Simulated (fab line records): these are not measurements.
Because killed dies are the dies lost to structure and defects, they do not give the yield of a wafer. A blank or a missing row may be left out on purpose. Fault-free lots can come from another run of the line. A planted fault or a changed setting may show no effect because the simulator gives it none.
What tool caused it? / flow sky130 / 11 lots, 32 wafers sampled, at 4 steps of a route of 708

== WHAT THE GAUGES SHOWED, per wafer ==
SKY_CONTACT_RS_MEAS_25: the measuring method here is four-point-probe.
lot=L687; measured=day 31 21:41; on=film-metro-02; CONTACT_W_RS (ohm/sq)=0.335 0.331 0.333
lot=L690; measured=day 33 04:03; on=film-metro-02; CONTACT_W_RS (ohm/sq)=0.332 0.336 0.333
lot=L691; measured=day 33 08:14; on=film-metro-02; CONTACT_W_RS (ohm/sq)=0.338 0.341 0.339
lot=L692; measured=day 33 11:32; on=film-metro-02; CONTACT_W_RS (ohm/sq)=0.336 0.337 0.336
lot=L693; measured=day 33 18:29; on=film-metro-04; CONTACT_W_RS (ohm/sq)=0.335 0.333 0.331
lot=L696; measured=day 34 18:45; on=film-metro-04; CONTACT_W_RS (ohm/sq)=0.337 0.337 0.331
lot=L697; measured=day 35 05:12; on=film-metro-01; CONTACT_W_RS (ohm/sq)=0.335 0.338 0.335
lot=L698; measured=day 35 15:33; on=film-metro-02; CONTACT_W_RS (ohm/sq)=0.336 0.337 0.336
lot=L699; measured=day 36 01:53; on=film-metro-04; CONTACT_W_RS (ohm/sq)=0.419 0.332 0.415
lot=L700; measured=day 36 06:45; on=film-metro-01; CONTACT_W_RS (ohm/sq)=0.427 0.429
lot=L701; measured=day 36 16:29; on=film-metro-02; CONTACT_W_RS (ohm/sq)=0.341 0.342 0.345

== TOOL THAT RAN EACH LOT (tool first, then ch and the chambers of the sampled wafers, then the start) ==
lot=L687; SKY_CONTACT_ETCH_17=rie-diel-03 ch 0,2,3, day 31 20:38; SKY_CONTACT_ETCH_18=rie-diel-03 ch 0,2,3, day 31 21:30 or earlier; SKY_CONTACT_CVD_24=cvd-w-02 ch 0, day 31 21:30
lot=L690; SKY_CONTACT_ETCH_17=rie-diel-03 ch 0,1,3, day 33 03:11; SKY_CONTACT_ETCH_18=rie-diel-03 ch 0,1,3, day 33 03:56 or earlier; SKY_CONTACT_CVD_24=cvd-w-01 ch 0,1, day 33 03:56
lot=L691; SKY_CONTACT_ETCH_17=rie-diel-01 ch 0,2,3, day 33 07:23; SKY_CONTACT_ETCH_18=rie-diel-01 ch 0,2,3, day 33 08:08 or earlier; SKY_CONTACT_CVD_24=cvd-w-02 ch 0,1, day 33 08:08
lot=L692; SKY_CONTACT_ETCH_17=rie-diel-03 ch 0,2,3, day 33 10:41; SKY_CONTACT_ETCH_18=rie-diel-03 ch 0,2,3, day 33 11:26 or earlier; SKY_CONTACT_CVD_24=cvd-w-01 ch 0,1, day 33 11:26
lot=L693; SKY_CONTACT_ETCH_17=rie-diel-04 ch 1,2,3, day 33 17:38; SKY_CONTACT_ETCH_18=rie-diel-04 ch 1,2,3, day 33 18:23 or earlier; SKY_CONTACT_CVD_24=cvd-w-01 ch 0,1, day 33 18:23
lot=L696; SKY_CONTACT_ETCH_17=rie-diel-04 ch 0,3, day 34 17:52; SKY_CONTACT_ETCH_18=rie-diel-04 ch 0,3, day 34 18:37 or earlier; SKY_CONTACT_CVD_24=cvd-w-02 ch 0,1, day 34 18:37
lot=L697; SKY_CONTACT_ETCH_17=rie-diel-03 ch 1,2,3, day 35 04:14; SKY_CONTACT_ETCH_18=rie-diel-03 ch 1,2,3, day 35 05:05 or earlier; SKY_CONTACT_CVD_24=cvd-w-02 ch 0,1, day 35 05:05
lot=L698; SKY_CONTACT_ETCH_17=rie-diel-01 ch 1,3, day 35 14:40; SKY_CONTACT_ETCH_18=rie-diel-01 ch 1,3, day 35 15:25 or earlier; SKY_CONTACT_CVD_24=cvd-w-02 ch 0,1, day 35 15:25
lot=L699; SKY_CONTACT_ETCH_17=rie-diel-04 ch 0,2,3, day 36 01:01; SKY_CONTACT_ETCH_18=rie-diel-04 ch 0,2,3, day 36 01:46 or earlier; SKY_CONTACT_CVD_24=cvd-w-02 ch 0,1, day 36 01:46
lot=L700; SKY_CONTACT_ETCH_17=rie-diel-01 ch 2,3, day 36 05:52; SKY_CONTACT_ETCH_18=rie-diel-01 ch 2,3, day 36 06:38 or earlier; SKY_CONTACT_CVD_24=cvd-w-02 ch 0, day 36 06:38
lot=L701; SKY_CONTACT_ETCH_17=rie-diel-03 ch 0,3, day 36 15:34; SKY_CONTACT_ETCH_18=rie-diel-03 ch 0,3, day 36 16:21 or earlier; SKY_CONTACT_CVD_24=cvd-w-01 ch 0,1, day 36 16:21
- SKY_CONTACT_ETCH_17: etches SiO2 in C4F8/O2/Ar, stops on Si3N4, target depth 340 nm.
- SKY_CONTACT_ETCH_18: etches Si3N4 in CHF3/O2, stops on TiN, time 39 s, target depth 75 nm.
- SKY_CONTACT_CVD_24: deposits W, target thk 340 nm, time 102.12 s.

== THE ANSWER, worked out from the rows above alone ==
Rule: the lots themselves supply what counts as usual. The widest of any qualifying gaps counts: lots, ordered by their means at a reading, are off when they make up no more than a third of the lots, leave a main group of 4 or more, and stand apart from it by 3 or more times the standard deviation of that group's means. If all means in a main group match to the digits the tables above print for the reading, that group is not used. A lot without any number at a reading at which 4 lots or more have one is off too. Where the step has rows for the other lots, those lots are counted as sound.
Off: L699, L700, at SKY_CONTACT_RS_MEAS_25 (CONTACT_W_RS). The main group has a mean of 0.336 ohm/sq with a standard deviation of 0.003.
If a tool, at a process step before that reading, ran all the lots that are off and no sound lot after the first of them, it fits. Those tools and the gauges at SKY_CONTACT_RS_MEAS_25 are tried in the same way. With no start given for some of its lots, SKY_CONTACT_ETCH_18 uses the hours and lot order of SKY_CONTACT_CVD_24. One fits: cvd-w-02 at SKY_CONTACT_CVD_24. Its last sound lot is L698 (day 35 15:25), its first lot that is off L699 (day 36 01:46): a fault that began between those two fits.

== WHAT HAD BEEN PUT IN BY THE SIMULATOR ==
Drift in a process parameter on cvd-w-02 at SKY_CONTACT_CVD_24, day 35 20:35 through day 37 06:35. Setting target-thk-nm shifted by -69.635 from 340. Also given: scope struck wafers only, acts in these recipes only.
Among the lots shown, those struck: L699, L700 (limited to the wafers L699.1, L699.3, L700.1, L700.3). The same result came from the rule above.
